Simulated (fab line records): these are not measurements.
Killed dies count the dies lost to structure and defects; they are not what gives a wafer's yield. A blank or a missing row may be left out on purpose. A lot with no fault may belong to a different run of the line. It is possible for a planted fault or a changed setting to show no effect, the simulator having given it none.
fab line records	flow sky130
record lots=7	wafers=21	last_day=50
route steps=708 shown VIA4@648 METAL5@661 PAD_OPEN@708
lots untouched by any fault: they come from a run of this same line in which no faults occurred
start_h: hours from the record's first day to the start of the lot's first wafer shown	wait_h: hours since the lot's step before	" as in the row above	L1.1+2: one row covering several wafers at once	- no value, or no start given	* or withheld: withheld	< > ~ a bound
route shown NAME@n: names a module that has steps shown in the file, with the first one's number in the route	usual: mean/standard deviation taken from wafers without a fault	same: alike in all rows	chamber/n: place in a boat	sites: each site's reading	_std_site: the standard deviation of these	_edge_site: inner sites' mean taken away from outer sites' mean	radius_mm: for every site, how far away it sits from the centre of the wafer	mask NAME#n: copy n	behind: the last tool/chamber to shape the wafer	hold: the reason the lot was held/the length of the hold in hours/how it ended	device: which transistor (n, p or np) failed to switch	end of line: at the end of the route, the tests of the same wafers	a step with no rows: only its recipe	killed: dies lost to structure and defects at the first sort, not the wafer's yield	map: per-die view of a wafer (x killed, . not killed, _ where there is no die)
set.NAME: the setting as run; set.NAME@STEP: as run at that earlier step	model.NAME: the simulator's own value behind a step, which no gauge read
lots at some steps of the route; a table a step, a row a wafer
services: when a tool's chamber went out of use (start_h, in hours from the record's first day, below 0 if earlier), for how many hours, and the reason
## steps
# step SKY_VIA4_PEB_09
# recipe temp_c=withheld	time_s=*	resist=NOVOLAK
# step SKY_VIA4_DEVELOP_10
# recipe resist=NOVOLAK	developer=TMAH	develop_time_s=60	dev_temp_c=23
# step SKY_VIA4_OVL_MEAS_11
# usual VIA4_OVL=-0.2/1.6
lot.wafer	tool	chamber	start_h	wait_h	VIA4_OVL[nm]
L604.1	overlay-01	-	999.04	0.1	1.0
L604.4	"	-	"	"	2.4
L604.5	"	-	"	"	0.9
L606.2	overlay-01	-	1017.15	0.1	-0.7
L606.5	"	-	"	"	0.4
L606.6	"	-	"	"	-0.8
L613.1	overlay-01	-	1061.02	0.1	-0.6
L613.2	"	-	"	"	-1.1
L613.3	"	-	"	"	-1.0
L614.3	overlay-02	-	1070.69	0.1	-2.5
L614.5	"	-	"	"	-3.2
L614.6	"	-	"	"	-2.6
L615.4	overlay-02	-	1075.19	0.1	-0.3
L615.5	"	-	"	"	0.2
L615.6	"	-	"	"	-0.2
L626.2	overlay-02	-	1148.59	0.1	-0.8
L626.4	"	-	"	"	0.8
L626.5	"	-	"	"	0.5
L625.1	overlay-01	-	1154.89	0.1	1.4
L625.2	"	-	"	"	1.2
L625.6	"	-	"	"	1.9
# step SKY_VIA4_ETCH_12
# recipe target=SiO2	chemistry=C4F8/O2/Ar	stop_on=TiN	mask_material=NOVOLAK	source_w=1500	bias_w=1200	pressure_mtorr=40	c4f8_flow_sccm=withheld	O2_flow_sccm=6	Ar_flow_sccm=300	time_s=withheld	target_depth_a=5800
# usual oes_product_au=0.926/0.0045	rf_fwd_power_W=1492/4.7
lot.wafer	tool	chamber	start_h	wait_h	oes_product_au	rf_fwd_power_W
L604.1	rie_diel-01	2	999.08	0.0	0.927	1490
L604.4	"	3	"	"	0.921	1486
L604.5	"	2	"	"	0.921	1486
L606.2	rie_diel-01	0	1017.18	0.0	0.930	1490
L606.5	"	3	"	"	0.925	1485
L606.6	"	0	"	"	0.926	1493
L613.1	rie_diel-04	3	1061.06	0.0	0.925	1497
L613.2	"	0	"	"	0.923	1492
L613.3	"	2	"	"	0.921	1490
L614.3	rie_diel-04	0	1070.71	0.0	0.929	1488
L614.5	"	0	"	"	0.929	1489
L614.6	"	3	"	"	0.936	1495
L615.4	rie_diel-04	1	1075.21	0.0	0.932	1483
L615.5	"	1	"	"	0.925	1484
L615.6	"	2	"	"	0.924	1501
L626.2	rie_diel-04	3	1148.62	0.0	0.929	1491
L626.4	"	1	"	"	0.918	1501
L626.5	"	3	"	"	0.932	1496
L625.1	rie_diel-01	3	1154.92	0.0	0.930	1492
L625.2	"	1	"	"	0.924	1493
L625.6	"	1	"	"	0.923	1491
# step SKY_VIA4_STRIP_13
# recipe chemistry=O2/N2	power_w=1400	pressure_mtorr=1500	platen_temp_c=withheld	o2_flow_sccm=3000	n2_flow_sccm=300	overash_fraction=0.5
# usual drypump_motor_current_A=5.7/0.43	oes_product_au=0.710/0.0046	strip_time_to_endpoint_s=12.801/0.025
lot.wafer	tool	chamber	start_h	wait_h	drypump_motor_current_A	oes_product_au	rf_hours_counter_h	strip_time_to_endpoint_s
L604.1	plasma_asher-02	0	999.15	-	6.0	0.716	115	12.786
L604.4	"	1	"	"	6.1	0.714	-	12.818
L604.5	"	0	"	"	6.0	0.720	-	12.754
L606.2	plasma_asher-02	0	1017.25	-	6.0	0.704	117	12.810
L606.5	"	0	"	"	5.9	0.709	-	12.782
L606.6	"	1	"	"	6.1	0.709	-	12.861
L613.1	plasma_asher-03	1	1061.13	-	5.5	0.702	93	12.829
L613.2	"	0	"	"	5.2	0.703	93	12.779
L613.3	"	0	"	"	5.2	0.711	-	12.812
L614.3	plasma_asher-03	0	1070.82	-	5.2	0.714	-	12.813
L614.5	"	0	"	"	5.2	0.707	-	12.787
L614.6	"	1	"	"	5.6	0.718	-	12.748
L615.4	plasma_asher-02	0	1075.32	-	5.9	0.707	-	12.781
L615.5	"	0	"	"	5.9	0.712	-	12.841
L615.6	"	1	"	"	6.1	0.707	-	12.802
L626.2	plasma_asher-03	0	1148.69	-	5.2	0.706	101	12.825
L626.4	"	0	"	"	5.2	0.704	-	12.765
L626.5	"	0	"	"	5.2	0.715	-	12.849
L625.1	plasma_asher-01	1	1154.99	-	6.6	0.718	41	12.785
L625.2	"	0	"	"	5.6	0.707	41	12.813
L625.6	"	0	"	"	5.5	0.716	-	12.777
# step SKY_VIA4_STRIP_14
# recipe chemistry=post_etch_residue_remover	time_s=1200	temp_c=72.5
# step SKY_VIA4_CLEAN_15
# recipe chemistry=IPA	time_s=180	temp_c=25
# step SKY_VIA4_CLEAN_16
# recipe chemistry=O3/DIW	dry=n2_spin
# step SKY_VIA4_SPUTTER_17
# recipe material=TiN	target_thk_nm=20	chamber_pressure_pa=5	power_w=4000	time_s=80
# usual throttle_valve_pct=30.1/1.3
# same time_s=80
lot.wafer	tool	chamber	start_h	wait_h	throttle_valve_pct
L604.1	pvd_sputter-02	-	999.75	0.0	31.0
L604.4	"	-	"	"	30.8
L604.5	"	-	"	"	29.1
L606.2	pvd_sputter-03	-	1017.84	0.0	30.5
L606.5	"	-	"	"	30.9
L606.6	"	-	"	"	30.6
L613.1	pvd_sputter-02	-	1061.74	0.0	27.9
L613.2	"	-	"	"	30.8
L613.3	"	-	"	"	30.8
L614.3	pvd_sputter-01	-	1071.38	0.0	29.7
L614.5	"	-	"	"	31.5
L614.6	"	-	"	"	30.1
L615.4	pvd_sputter-01	-	1075.88	0.0	30.6
L615.5	"	-	"	"	30.2
L615.6	"	-	"	"	28.1
L626.2	pvd_sputter-02	-	1149.29	0.0	30.9
L626.4	"	-	"	"	31.0
L626.5	"	-	"	"	29.5
L625.1	pvd_sputter-03	-	1155.59	0.0	30.5
L625.2	"	-	"	"	32.2
L625.6	"	-	"	"	32.4
# step SKY_VIA4_CVD_18
# recipe material=W	target_thk_nm=505	time_s=152.14	temp_c=400	pressure_torr=40
# usual heater_power_w=775/49
# same time_s=152.14
lot.wafer	tool	chamber	start_h	wait_h	heater_power_w
L604.1	cvd_w-01	0	999.81	0.0	744
L604.4	"	1	"	"	710
L604.5	"	0	"	"	743
L606.2	cvd_w-01	1	1017.90	0.0	707
L606.5	"	0	"	"	752
L606.6	"	1	"	"	720
L613.1	cvd_w-02	0	1061.80	0.0	829
L613.2	"	0	"	"	852
L613.3	"	0	"	"	848
L614.3	cvd_w-01	0	1071.49	0.1	751
L614.5	"	0	"	"	772
L614.6	"	1	"	"	721
L615.4	cvd_w-01	1	1075.99	0.1	714
L615.5	"	0	"	"	766
L615.6	"	1	"	"	708
L626.2	cvd_w-01	1	1149.35	0.0	733
L626.4	"	1	"	"	722
L626.5	"	0	"	"	762
L625.1	cvd_w-02	1	1155.65	0.0	843
L625.2	"	0	"	"	834
L625.6	"	0	"	"	848
# step SKY_VIA4_RS_MEAS_19
# recipe thk_meas_gauge=four-point-probe	reads=W_of_VIA4_CVD_18+TiN_of_VIA4_SPUTTER_17
# usual VIA4_W_RS=0.2257/0.0023
lot.wafer	tool	chamber	start_h	wait_h	VIA4_W_RS[ohm/sq]
L604.1	film_metro-02	-	999.96	0.1	0.2258
L604.4	"	-	"	"	0.2275
L604.5	"	-	"	"	0.2263
L606.2	film_metro-02	-	1018.08	0.1	0.2241
L606.5	"	-	"	"	0.2257
L606.6	"	-	"	"	0.2244
L613.1	film_metro-03	-	1062.10	0.3	0.2246
L613.2	"	-	"	"	0.2230
L613.3	"	-	"	"	0.2265
L614.3	film_metro-04	-	1071.63	0.1	0.2267
L614.5	"	-	"	"	0.2264
L614.6	"	-	"	"	0.2277
L615.4	film_metro-04	-	1076.15	0.1	0.2245
L615.5	"	-	"	"	0.2224
L615.6	"	-	"	"	0.2244
L626.2	film_metro-02	-	1149.52	0.1	0.2295
L626.4	"	-	"	"	0.2292
L626.5	"	-	"	"	0.2284
L625.1	film_metro-02	-	1155.80	0.1	0.2277
L625.2	"	-	"	"	0.2288
L625.6	"	-	"	"	0.2272
# step SKY_VIA4_THK_MEAS_20
# recipe thk_meas_gauge=xrf	reads=W_of_VIA4_CVD_18
# usual VIA4_W_THK=507/7.6
lot.wafer	tool	chamber	start_h	wait_h	VIA4_W_THK[nm]
L604.1	film_metro-02	-	1000.08	0.1	500
L604.4	"	-	"	"	500
L604.5	"	-	"	"	500
L606.2	film_metro-02	-	1018.19	0.1	508
L606.5	"	-	"	"	502
L606.6	"	-	"	"	505
L613.1	film_metro-03	-	1062.22	0.1	513
L613.2	"	-	"	"	515
L613.3	"	-	"	"	506
L614.3	film_metro-04	-	1071.73	0.1	514
L614.5	"	-	"	"	516
L614.6	"	-	"	"	509
L615.4	film_metro-04	-	1076.24	0.1	520
L615.5	"	-	"	"	522
L615.6	"	-	"	"	517
L626.2	film_metro-02	-	1149.63	0.1	498
L626.4	"	-	"	"	497
L626.5	"	-	"	"	501
L625.1	film_metro-02	-	1155.92	0.1	498
L625.2	"	-	"	"	501
L625.6	"	-	"	"	501
# step SKY_VIA4_CMP_21
# recipe stop_on=SiO2	t_overpolish_s=25	down_force_psi=3.5	platen_rpm=60	target_thk_nm=0	pad_velocity_m_s=0.94248
# usual motor_current_A=11.7/0.67	overpolish_run_s=25.000/0.0085	retaining_ring_pressure_frac=1.000/0.0049	t_overpolish_s=25/0	time_to_endpoint_s=122/4.9
lot.wafer	tool	chamber	start_h	wait_h	motor_current_A	overpolish_run_s	retaining_ring_pressure_frac	t_overpolish_s	time_to_endpoint_s
L604.1	cmp-02	1	1000.31	0.2	11.7	25.000	0.996	25	127
L604.4	"	3	"	"	10.6	24.994	1.001	25	115
L604.5	"	2	"	"	13.5	24.988	1.005	25	125
L606.2	cmp-01	3	1018.24	0.0	11.2	25.018	1.002	25	123
L606.6	"	3	"	"	10.9	24.989	1.006	25	119
L606.5	"	0	"	"	11.3	24.997	0.994	25	120
L613.1	cmp-02	3	1062.28	0.1	11.3	26.583	0.997	26.582	121
L613.3	"	0	"	"	12.1	26.596	1.011	26.582	122
L613.2	"	2	"	"	12.6	26.580	0.996	26.582	122
L614.3	cmp-02	1	1072.04	0.3	11.4	26.580	0.999	26.582	131
L614.6	"	2	"	"	13.5	26.574	0.995	26.582	122
L614.5	"	3	"	"	11.0	26.570	0.997	26.582	121
L615.4	cmp-02	3	1076.76	0.5	11.6	26.583	1.009	26.582	118
L615.6	"	1	"	"	12.2	26.588	0.995	26.582	125
L615.5	"	2	"	"	12.7	26.593	1.004	26.582	125
L626.2	cmp-01	1	1149.73	0.1	11.4	24.999	1.004	25	120
L626.4	"	3	"	"	11.4	24.993	1.006	25	114
L626.5	"	1	"	"	11.7	24.995	1.000	25	121
L625.1	cmp-02	1	1155.98	0.1	11.4	24.996	0.994	25	129
L625.2	"	0	"	"	12.0	24.996	0.998	25	129
L625.6	"	2	"	"	12.4	25.004	1.002	25	123
# step SKY_METAL5_SPUTTER_00
# recipe material=Ti	target_thk_nm=15	power_w=3000	time_s=10	chamber_pressure_pa=0.4
# usual throttle_valve_pct=30.2/1.1
# same time_s=10
lot.wafer	tool	chamber	start_h	wait_h	throttle_valve_pct
L604.1	pvd_sputter-03	-	1000.61	0.2	30.3
L604.4	"	-	"	"	32.1
L604.5	"	-	"	"	30.5
L606.2	pvd_sputter-04	-	1018.54	0.2	29.7
L606.5	"	-	"	"	29.3
L606.6	"	-	"	"	31.8
L613.1	pvd_sputter-02	-	1062.58	0.2	31.1
L613.2	"	-	"	"	30.9
L613.3	"	-	"	"	28.0
L614.3	pvd_sputter-03	-	1072.19	0.1	30.9
L614.5	"	-	"	"	30.6
L614.6	"	-	"	"	32.4
L615.4	pvd_sputter-02	-	1076.96	0.1	29.1
L615.5	"	-	"	"	29.3
L615.6	"	-	"	"	30.9
L626.2	pvd_sputter-03	-	1149.98	0.2	30.4
L626.4	"	-	"	"	32.4
L626.5	"	-	"	"	30.4
L625.1	pvd_sputter-02	-	1156.28	0.2	31.2
L625.2	"	-	"	"	29.3
L625.6	"	-	"	"	31.1
# step SKY_PAD_OPEN_PROBE_99
# usual defect_limited_yield=82.5/1.9	killed_at_M0_to_M3=44/7.3	killed_at_M4_up=3.2/1.8	killed_at_contacts=24/5.4	killed_at_front_end=16/4.4	killed_at_other=0.3/0.48	killed_dies=86/9.5	killed_open=47/7.7	killed_short=39/6.4	sort_bin_3_pad_short=0.9/0.41	sort_bin_5_function=10.4/1.5	sort_bin_6_memory=6.2/1.1	sort_n_pass=406/9.5	sort_yield_pct=82.5/1.9
# same gross_dies=492	killed_at_back_side=0	sort_bin_4_leakage[%]=0	sort_bin_8_speed[%]=0
lot.wafer	tool	chamber	start_h	wait_h	defect_limited_yield[%]	killed_at_M0_to_M3	killed_at_M4_up	killed_at_contacts	killed_at_front_end	killed_at_other	killed_dies	killed_open	killed_short	sort_bin_3_pad_short[%]	sort_bin_5_function[%]	sort_bin_6_memory[%]	sort_n_pass	sort_yield_pct[%]
L604.1	prober-02	-	1070.23	0.1	82.9	43	2	30	9	0	84	52	32	0.4	10.0	6.7	408	82.9
L604.4	prober-02	-	1070.38	0.2	85.6	33	5	22	11	0	71	44	27	0.8	8.7	4.9	421	85.6
L604.5	prober-02	-	1070.43	0.2	84.3	40	2	23	12	0	77	41	36	0.8	9.3	5.5	415	84.3
L606.2	prober-01	-	1085.64	0.1	82.3	46	2	22	17	0	87	37	50	1.0	9.6	7.1	405	82.3
L606.5	prober-01	-	1085.79	0.2	83.9	40	3	28	8	0	79	39	40	0.2	8.7	7.1	413	83.9
L606.6	prober-01	-	1085.84	0.2	82.9	43	3	19	19	0	84	49	35	1.4	10.0	5.7	408	82.9
L613.1	prober-02	-	1126.78	0.1	80.9	43	2	31	18	0	94	58	36	1.2	12.0	5.9	398	80.9
L613.2	prober-02	-	1126.83	0.1	80.7	55	3	18	18	1	95	55	40	1.0	12.2	6.1	397	80.7
L613.3	prober-02	-	1126.88	0.2	79.9	50	3	34	11	1	99	59	40	0.8	11.4	7.9	393	79.9
L614.3	prober-01	-	1134.50	0.2	85.0	41	2	24	7	0	74	40	34	1.0	7.7	6.3	418	85.0
L614.5	prober-01	-	1134.60	0.2	85.0	40	4	12	18	0	74	42	32	1.6	8.7	4.7	418	85.0
L614.6	prober-01	-	1134.65	0.2	86.6	34	1	19	12	0	66	40	26	0.8	6.7	5.9	426	86.6
L615.4	prober-02	-	1140.09	0.2	81.5	47	4	22	17	1	91	48	43	0.8	11.0	6.7	401	81.5
L615.5	prober-02	-	1140.14	0.2	81.1	37	3	30	23	0	93	51	42	1.2	10.8	6.9	399	81.1
L615.6	prober-02	-	1140.19	0.2	77.6	49	4	34	23	0	110	64	46	0.8	13.2	8.3	382	77.6
L626.2	prober-02	-	1204.20	0.1	82.7	42	6	18	19	0	85	52	33	0.8	11.2	5.3	407	82.7
L626.4	prober-02	-	1204.30	0.2	77.8	55	1	28	24	1	109	65	44	0.8	13.0	8.3	383	77.8
L626.5	prober-02	-	1204.35	0.2	83.7	49	3	9	19	0	80	44	36	1.4	9.3	5.5	412	83.7
L625.1	prober-01	-	1208.67	0.1	83.5	40	2	23	16	0	81	47	34	0.6	11.6	4.3	411	83.5
L625.2	prober-01	-	1208.72	0.1	85.0	40	3	19	11	1	74	41	33	0.6	10.0	4.5	418	85.0
L625.6	prober-01	-	1208.92	0.2	83.7	39	6	25	9	1	80	36	44	1.4	10.2	4.7	412	83.7
# killed by level:class
L604.1 LI_CONTACT:geometric_particle:open=11 CONTACT:geometric_particle:open=11 VIA1:geometric_particle:open=11 VIA3:geometric_particle:open=8 METAL1:geometric_particle:short=6 METAL2:geometric_particle:short=6 VIA2:geometric_particle:short=4 FIELD_ISO:geometric_particle:open=3
L604.4 CONTACT:geometric_particle:open=9 VIA1:geometric_particle:open=9 LI_CONTACT:geometric_particle:open=6 POLY_GATE:geometric_particle:open=5 METAL1:geometric_particle:short=5 VIA3:geometric_particle:open=5 LOCAL_INTERCONNECT:geometric_particle:short=4 VIA2:geometric_particle:short=3
L604.5 VIA1:geometric_particle:open=12 VIA2:geometric_particle:open=8 LI_CONTACT:geometric_particle:open=7 LOCAL_INTERCONNECT:geometric_particle:short=6 CONTACT:geometric_particle:open=5 METAL1:geometric_particle:short=5 VIA1:geometric_particle:short=5 FIELD_ISO:geometric_particle:short=4
L606.2 VIA1:geometric_particle:open=9 CONTACT:geometric_particle:short=8 METAL1:geometric_particle:short=7 VIA1:geometric_particle:short=7 CONTACT:geometric_particle:open=6 METAL2:geometric_particle:short=5 VIA2:geometric_particle:open=5 POLY_CUT:geometric_particle:short=4
L606.5 VIA1:geometric_particle:open=10 VIA2:geometric_particle:open=7 LOCAL_INTERCONNECT:geometric_particle:short=7 LI_CONTACT:geometric_particle:open=6 CONTACT:geometric_particle:short=5 CONTACT:geometric_particle:open=5 VIA3:geometric_particle:open=5 FIELD_ISO:geometric_particle:short=4
L606.6 VIA1:geometric_particle:open=16 CONTACT:geometric_particle:open=9 POLY_GATE:geometric_particle:open=8 FIELD_ISO:geometric_particle:short=6 VIA1:geometric_particle:short=6 METAL1:geometric_particle:short=5 VIA3:geometric_particle:open=5 FIELD_ISO:geometric_particle:open=4
L613.1 VIA2:geometric_particle:open=11 CONTACT:geometric_particle:open=10 VIA1:geometric_particle:open=10 LI_CONTACT:geometric_particle:open=8 CONTACT:geometric_particle:short=6 SPACER:geometric_particle:open=5 VIA3:geometric_particle:open=5 FIELD_ISO:geometric_particle:open=4
L613.2 VIA1:geometric_particle:open=15 VIA3:geometric_particle:open=12 VIA2:geometric_particle:open=7 FIELD_ISO:geometric_particle:short=5 POLY_GATE:geometric_particle:open=5 VIA1:geometric_particle:short=5 LOCAL_INTERCONNECT:geometric_particle:short=5 CONTACT:geometric_particle:open=5
L613.3 CONTACT:geometric_particle:open=16 VIA1:geometric_particle:open=13 VIA2:geometric_particle:open=11 VIA1:geometric_particle:short=7 CONTACT:geometric_particle:short=6 LI_CONTACT:geometric_particle:open=6 LOCAL_INTERCONNECT:geometric_particle:short=5 VIA2:geometric_particle:short=5
L614.3 VIA1:geometric_particle:open=10 VIA2:geometric_particle:open=9 CONTACT:geometric_particle:open=8 METAL2:geometric_particle:short=7 LI_CONTACT:geometric_particle:open=6 CONTACT:geometric_particle:short=5 VIA3:geometric_particle:open=4 METAL1:geometric_particle:short=4
L614.5 VIA1:geometric_particle:open=10 VIA3:geometric_particle:open=8 FIELD_ISO:geometric_particle:open=5 LI_CONTACT:geometric_particle:open=5 VIA3:geometric_particle:short=5 FIELD_ISO:geometric_particle:short=4 METAL1:geometric_particle:short=4 METAL3:geometric_particle:short=4
L614.6 METAL1:geometric_particle:short=10 CONTACT:geometric_particle:open=9 VIA1:geometric_particle:open=8 LI_CONTACT:geometric_particle:open=6 POLY_GATE:geometric_particle:open=4 VIA2:geometric_particle:open=4 VIA3:geometric_particle:open=4 METAL2:geometric_particle:short=3
L615.4 LI_CONTACT:geometric_particle:open=8 VIA1:geometric_particle:open=8 VIA3:geometric_particle:open=7 METAL2:geometric_particle:short=7 LOCAL_INTERCONNECT:geometric_particle:short=7 VIA2:geometric_particle:open=7 POLY_GATE:geometric_particle:short=6 CONTACT:geometric_particle:open=6
L615.5 CONTACT:geometric_particle:open=10 VIA2:geometric_particle:open=9 CONTACT:geometric_particle:short=9 VIA1:geometric_particle:open=9 POLY_GATE:geometric_particle:short=8 LI_CONTACT:geometric_particle:open=5 METAL1:geometric_particle:short=5 FIELD_ISO:geometric_particle:open=4
L615.6 VIA1:geometric_particle:open=14 CONTACT:geometric_particle:open=12 VIA2:geometric_particle:open=8 LI_CONTACT:geometric_particle:open=7 LOCAL_INTERCONNECT:geometric_particle:short=6 VIA3:geometric_particle:open=6 POLY_GATE:geometric_particle:short=5 VIA3:geometric_particle:short=5
L626.2 CONTACT:geometric_particle:open=9 VIA1:geometric_particle:open=7 VIA3:geometric_particle:open=7 FIELD_ISO:geometric_particle:open=6 METAL2:geometric_particle:short=5 VIA2:geometric_particle:open=5 POLY_GATE:geometric_particle:open=4 LOCAL_INTERCONNECT:geometric_particle:short=4
L626.4 CONTACT:geometric_particle:open=12 VIA1:geometric_particle:open=10 FIELD_ISO:geometric_particle:open=9 VIA2:geometric_particle:open=9 VIA3:geometric_particle:open=8 METAL1:geometric_particle:short=7 FIELD_ISO:geometric_particle:short=6 LI_CONTACT:geometric_particle:open=6
L626.5 VIA1:geometric_particle:open=11 VIA1:geometric_particle:short=9 FIELD_ISO:geometric_particle:short=6 METAL2:geometric_particle:open=6 VIA2:geometric_particle:open=6 FIELD_ISO:geometric_particle:open=5 VIA3:geometric_particle:open=5 CONTACT:geometric_particle:open=5
L625.1 LI_CONTACT:geometric_particle:open=9 VIA1:geometric_particle:open=9 FIELD_ISO:geometric_particle:short=5 CONTACT:geometric_particle:short=5 CONTACT:geometric_particle:open=5 VIA1:geometric_particle:short=5 VIA3:geometric_particle:open=5 VIA2:geometric_particle:open=5
L625.2 VIA1:geometric_particle:open=13 VIA2:geometric_particle:open=7 LI_CONTACT:geometric_particle:open=6 CONTACT:geometric_particle:open=5 METAL1:geometric_particle:short=5 FIELD_ISO:geometric_particle:open=4 LOCAL_INTERCONNECT:geometric_particle:short=4 CONTACT:geometric_particle:short=3
L625.6 VIA2:geometric_particle:open=13 VIA1:geometric_particle:short=10 CONTACT:geometric_particle:short=8 CONTACT:geometric_particle:open=7 FIELD_ISO:geometric_particle:open=4 LI_CONTACT:geometric_particle:short=4 METAL1:geometric_particle:short=4 VIA1:geometric_particle:open=4
## services
tool	chamber	start_h	hours	kind
plasma_asher-02	-	975.35	14.6	pm
plasma_asher-02	-	1000.55	2.4	repair
rie_diel-01	1	1005.26	24.7	repair
pvd_sputter-02	-	1008.24	1.0	repair
pvd_sputter-02	-	1019.02	8.0	repair
rie_diel-01	3	1029.71	4.7	repair
rie_diel-04	1	1037.54	5.9	repair
cmp-01	-	1043.31	2.8	pm
plasma_asher-02	-	1055.25	9.0	pm
cvd_w-02	1	1060.23	6.2	repair
cmp-01	-	1074.36	5.0	repair
cvd_w-01	-	1082.68	1.7	repair
cmp-02	-	1084.00	4.0	pm
rie_diel-01	-	1086.42	0.2	repair
pvd_sputter-01	-	1090.19	5.0	repair
plasma_asher-02	-	1093.15	3.5	repair
cmp-01	-	1104.32	0.6	repair
cvd_w-01	1	1105.41	1.4	repair
cvd_w-02	0	1115.64	2.7	repair
cmp-02	-	1118.19	3.8	pm
cmp-02	-	1124.90	6.2	repair
cmp-01	-	1137.76	5.4	repair
rie_diel-04	2	1147.79	4.9	repair
cmp-01	-	1154.79	0.9	repair
## key
first_sign step=SKY_VIA4_CMP_21	reading=t_overpolish_s	direction=up	sigmas=99+	usual=25	struck=26.582
effect step=SKY_VIA4_CMP_21	reading=overpolish_run_s	direction=up	sigmas=99+	usual=25.000	struck=26.583
met_at SKY_VIA4_CMP_21
struck_wafers L613.1,L613.2,L613.3,L614.3,L614.5,L614.6,L615.4,L615.5,L615.6
onset_between 1000.31 1062.28
fault kind=process_parameter_drift	tool=cmp-02	chamber=-	onset_h=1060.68	steps=SKY_VIA4_CMP_21	channel=t_overpolish_s	offset=1.5816	shape=step	end_h=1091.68	acts_in=these_recipes_only	stated=25
